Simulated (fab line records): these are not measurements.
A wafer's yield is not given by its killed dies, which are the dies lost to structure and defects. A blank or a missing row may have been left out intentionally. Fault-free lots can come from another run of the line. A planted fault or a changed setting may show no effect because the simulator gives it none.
One fault through the eyes of 2 desks + flow sfq-line + every desk sees just its own numbers, and what lay behind them comes last

## THE TOOL OWNER'S DESK: pvd-sputter-06
The tool's own readings at SFQ_TRILAYER_M4_DEP_SPUTTER_091 (material Nb, target thk 200 nm, time 133.3 s): means of the sampled wafers that have a number, for each lot that ran on this tool. A lot is out of limits, marked OUT, if its mean lies more than 4 standard deviations from the usual mean; the brackets give that distance.
Columns: A = base-pressure-pa at SFQ_TRILAYER_M4_DEP_SPUTTER_091, usual 1.34e-06 Pa; B = substrate-temp-c at SFQ_TRILAYER_M4_DEP_SPUTTER_091, usual 19.99 C; C = throttle-valve-pct at SFQ_TRILAYER_M4_DEP_SPUTTER_091, usual 29.7 %
| lot  | first seen here | A        | B     | C    |
|------|-----------------|----------|-------|------|
| L375 | day 34 12:52    | 1.39e-06 | 19.92 | 29.1 |
| L376 | day 34 23:14    | 1.34e-06 | 19.98 | 29.7 |
| L377 | day 35 11:14    | 1.36e-06 | 20.10 | 29.7 |
| L385 | day 38 10:23    | 1.33e-06 | 19.99 | 29.2 |
| L386 | day 38 22:22    | 1.37e-06 | 20.07 | 28.7 |
| L388 | day 39 11:34    | 1.32e-06 | 20.03 | 29.6 |
Finding of this desk: none of the 6 lots has anything out of limits.

## THE METROLOGY DESK
Means of the sampled wafers that have a number, per lot and without regard to the tool the lot ran on: this is what the gauges read. A lot is out of limits, marked OUT, if its mean lies more than 4 standard deviations from the usual mean; the brackets give that distance.
Columns: A = M4_NB_RS at SFQ_M4_RS_MEAS_924, usual 0.890 ohm/sq
| lot  | first seen here | A               |
|------|-----------------|-----------------|
| L370 | day 32 11:00    | 0.876           |
| L373 | day 33 15:34    | 0.904           |
| L375 | day 34 12:59    | 0.890           |
| L376 | day 34 23:20    | 0.898           |
| L377 | day 35 11:23    | 0.894           |
| L378 | day 35 23:22    | 0.896           |
| L381 | day 37 01:04    | 0.895           |
| L383 | day 37 09:29    | 0.892           |
| L384 | day 37 17:52    | 0.882           |
| L385 | day 38 10:31    | 0.884           |
| L386 | day 38 22:28    | 0.696 (-19) OUT |
| L387 | day 39 02:40    | 0.894           |
| L388 | day 39 11:40    | 0.789 (-10) OUT |
| L390 | day 40 13:37    | 0.884           |
This desk's result: L386, L388 out of limits, first on L386 (M4_NB_RS at SFQ_M4_RS_MEAS_924), day 38 22:28. In limits: L370, L373, L375, L376, L377, L378, L381, L383, L384, L385, L387, L390.

## PUT TOGETHER
The metrology desk could have raised an alarm at day 38 22:28, on L386, L388.
The tool owner's desk saw nothing out of limits.
The tool owner's desk has L386, L388 on record, within its limits.
On pvd-sputter-06, each named lot ran SFQ_TRILAYER_M4_DEP_SPUTTER_091.

## WHAT THE SIMULATOR HAD PUT IN
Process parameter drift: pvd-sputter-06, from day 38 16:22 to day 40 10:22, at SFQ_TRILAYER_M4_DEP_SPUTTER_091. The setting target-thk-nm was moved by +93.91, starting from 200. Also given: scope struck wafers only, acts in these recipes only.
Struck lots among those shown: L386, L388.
Hours from the fault's start to each desk's first reading out of limits: the metrology desk, 6.
